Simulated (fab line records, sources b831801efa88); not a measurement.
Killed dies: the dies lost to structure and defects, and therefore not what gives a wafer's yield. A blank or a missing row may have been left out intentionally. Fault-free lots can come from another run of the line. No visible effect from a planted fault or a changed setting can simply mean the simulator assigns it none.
Shared-tool check :: flow gf180mcu :: 11 lots, 33 wafers sampled

== WHY IT WAS OPENED ==
GF_PSD_TW_MEAS_11, reading PSD_TW: flagged on 3 of 11 lots. Wafers without a fault read 3188, standard deviation 22.
Rule: a lot gets a flag if all its wafers with a number sit over 4 standard deviations from that mean, or if no wafer of it has a number. The rest of the lots are taken to be sound.

lot: L901
measured: day 15 13:55
on: film-metro-02
PSD_TW, wafer by wafer: 3202 3196 3204
flag: 

lot: L903
measured: day 16 06:14
on: film-metro-02
PSD_TW, wafer by wafer: 3335 3330 3349
flag: FLAGGED

lot: L906
measured: day 17 08:25
on: film-metro-02
PSD_TW, wafer by wafer: 3323 3315 3335
flag: FLAGGED

lot: L907
measured: day 17 13:40
on: film-metro-02
PSD_TW, wafer by wafer: 3331 3304 3309
flag: FLAGGED

lot: L908
measured: day 18 00:04
on: film-metro-02
PSD_TW, wafer by wafer: 3194 3208 3202
flag: 

lot: L913
measured: day 19 20:46
on: film-metro-03
PSD_TW, wafer by wafer: 3178 3174 3167
flag: 

lot: L914
measured: day 20 04:57
on: film-metro-01
PSD_TW, wafer by wafer: 3166 3184 3153
flag: 

lot: L916
measured: day 20 20:46
on: film-metro-03
PSD_TW, wafer by wafer: 3168 3189 3179
flag: 

lot: L917
measured: day 21 10:22
on: film-metro-01
PSD_TW, wafer by wafer: 3172 3165 3167
flag: 

lot: L919
measured: day 21 19:52
on: film-metro-01
PSD_TW, wafer by wafer: 3177 3181 3176
flag: 

lot: L920
measured: day 22 04:08
on: film-metro-02
PSD_TW, wafer by wafer: 3198 3216 3189
flag: 
Average over the flagged lots: 3326; offset from the usual +138, equal to +6 standard deviations.

== WHICH TOOL RAN EACH LOT ==
The record holds 3 process steps before the reading, out of a route of 602 steps. In each cell: the tool, then ch and the chambers that the sampled wafers went through, then the start.
lot: L901
flag: 
GF_POLY_GATE_ETCH_13: rie-si-02 ch 0,2, day 10 08:25
GF_PSD_IMPLANT_09: implanter-04 ch 0, day 15 13:40
GF_PSD_STRIP_10: plasma-asher-04 ch 0, day 15 13:49

lot: L903
flag: FLAGGED
GF_POLY_GATE_ETCH_13: rie-si-01 ch 0,1,2, day 10 21:55
GF_PSD_IMPLANT_09: implanter-04 ch 0, day 16 06:02
GF_PSD_STRIP_10: plasma-asher-04 ch 0,1, day 16 06:08

lot: L906
flag: FLAGGED
GF_POLY_GATE_ETCH_13: rie-si-02 ch 0,3, day 11 19:22
GF_PSD_IMPLANT_09: implanter-04 ch 0, day 17 08:10
GF_PSD_STRIP_10: plasma-asher-03 ch 0,1, day 17 08:19

lot: L907
flag: FLAGGED
GF_POLY_GATE_ETCH_13: rie-si-02 ch 0,1,3, day 12 00:16
GF_PSD_IMPLANT_09: implanter-04 ch 0, day 17 13:25
GF_PSD_STRIP_10: plasma-asher-01 ch 0,1, day 17 13:34

lot: L908
flag: 
GF_POLY_GATE_ETCH_13: rie-si-01 ch 0,1,2, day 12 10:34
GF_PSD_IMPLANT_09: implanter-03 ch 0, day 17 23:50
GF_PSD_STRIP_10: plasma-asher-03 ch 0,1, day 17 23:58

lot: L913
flag: 
GF_POLY_GATE_ETCH_13: rie-si-02 ch 0,2,3, day 13 20:43
GF_PSD_IMPLANT_09: implanter-04 ch 0, day 19 20:32
GF_PSD_STRIP_10: plasma-asher-03 ch 1, day 19 20:40

lot: L914
flag: 
GF_POLY_GATE_ETCH_13: rie-si-01 ch 0,1,3, day 14 05:22
GF_PSD_IMPLANT_09: implanter-04 ch 0, day 20 04:42
GF_PSD_STRIP_10: plasma-asher-03 ch 0,1, day 20 04:51

lot: L916
flag: 
GF_POLY_GATE_ETCH_13: rie-si-02 ch 1,3, day 14 21:01
GF_PSD_IMPLANT_09: implanter-01 ch 0, day 20 20:32
GF_PSD_STRIP_10: plasma-asher-01 ch 0,1, day 20 20:39

lot: L917
flag: 
GF_POLY_GATE_ETCH_13: rie-si-01 ch 0,1,3, day 15 07:58
GF_PSD_IMPLANT_09: implanter-01 ch 0, day 21 10:08
GF_PSD_STRIP_10: plasma-asher-03 ch 0,1, day 21 10:16

lot: L919
flag: 
GF_POLY_GATE_ETCH_13: rie-si-01 ch 1,2,3, day 15 18:10
GF_PSD_IMPLANT_09: implanter-01 ch 0, day 21 19:37
GF_PSD_STRIP_10: plasma-asher-03 ch 0,1, day 21 19:46

lot: L920
flag: 
GF_POLY_GATE_ETCH_13: rie-si-02 ch 0,1,2, day 16 01:26
GF_PSD_IMPLANT_09: implanter-04 ch 0, day 22 03:56
GF_PSD_STRIP_10: plasma-asher-03 ch 0,1, day 22 04:02
What the steps here do:
- GF_POLY_GATE_ETCH_13: etches poly-Si in HBr/Cl2, stops on SiO2, target depth 198.5 nm, time 69.6 s.
- GF_PSD_IMPLANT_09
- GF_PSD_STRIP_10: strips in O2/N2.
- GF_PSD_TW_MEAS_11

== FLAGGED AGAINST TOTAL, ONE TOOL AT A TIME (gauges that did the reading follow at the end) ==
step: GF_POLY_GATE_ETCH_13
tool: rie-si-01
lots run: 5
flagged: 1
share of the flagged lots: some
sound lots run after its first flagged lot: 4 (L908,L914,L917,L919)

step: GF_POLY_GATE_ETCH_13
tool: rie-si-02
lots run: 6
flagged: 2
share of the flagged lots: some
sound lots run after its first flagged lot: 3 (L913,L916,L920)

step: GF_PSD_IMPLANT_09
tool: implanter-01
lots run: 3
flagged: 0
share of the flagged lots: none
sound lots run after its first flagged lot: -

step: GF_PSD_IMPLANT_09
tool: implanter-03
lots run: 1
flagged: 0
share of the flagged lots: none
sound lots run after its first flagged lot: -

step: GF_PSD_IMPLANT_09
tool: implanter-04
lots run: 7
flagged: 3
share of the flagged lots: all
sound lots run after its first flagged lot: 3 (L913,L914,L920)

step: GF_PSD_STRIP_10
tool: plasma-asher-01
lots run: 2
flagged: 1
share of the flagged lots: some
sound lots run after its first flagged lot: 1 (L916)

step: GF_PSD_STRIP_10
tool: plasma-asher-03
lots run: 7
flagged: 1
share of the flagged lots: some
sound lots run after its first flagged lot: 6 (L908,L913,L914,L917,L919,L920)

step: GF_PSD_STRIP_10
tool: plasma-asher-04
lots run: 2
flagged: 1
share of the flagged lots: some
sound lots run after its first flagged lot: 0

step: GF_PSD_TW_MEAS_11
tool: film-metro-01
lots run: 3
flagged: 0
share of the flagged lots: none
sound lots run after its first flagged lot: -

step: GF_PSD_TW_MEAS_11
tool: film-metro-02
lots run: 6
flagged: 3
share of the flagged lots: all
sound lots run after its first flagged lot: 2 (L908,L920)

step: GF_PSD_TW_MEAS_11
tool: film-metro-03
lots run: 2
flagged: 0
share of the flagged lots: none
sound lots run after its first flagged lot: -

== WHAT THE TABLE ALLOWS ==
2 rows of the table ran every flagged lot: implanter-04 at GF_PSD_IMPLANT_09, film-metro-02 at GF_PSD_TW_MEAS_11.
- implanter-04 at GF_PSD_IMPLANT_09: 3 of its 7 lots flagged. Sound lots followed the first flagged one (L913, L914, L920) on it, something a lasting fault affecting the whole tool could not allow. Its own readings lie more than 4 standard deviations out on every wafer of the flagged lots: dose-ions-cm2, faraday-current-uA.
- film-metro-02 at GF_PSD_TW_MEAS_11: 3 of its 6 lots flagged. Sound lots followed the first flagged one (L908, L920) on it, something a lasting fault affecting the whole tool could not allow.
None of the table's rows ran every flagged lot and, after the first, no sound lot.

== WHAT HAD BEEN PUT IN BY THE SIMULATOR ==
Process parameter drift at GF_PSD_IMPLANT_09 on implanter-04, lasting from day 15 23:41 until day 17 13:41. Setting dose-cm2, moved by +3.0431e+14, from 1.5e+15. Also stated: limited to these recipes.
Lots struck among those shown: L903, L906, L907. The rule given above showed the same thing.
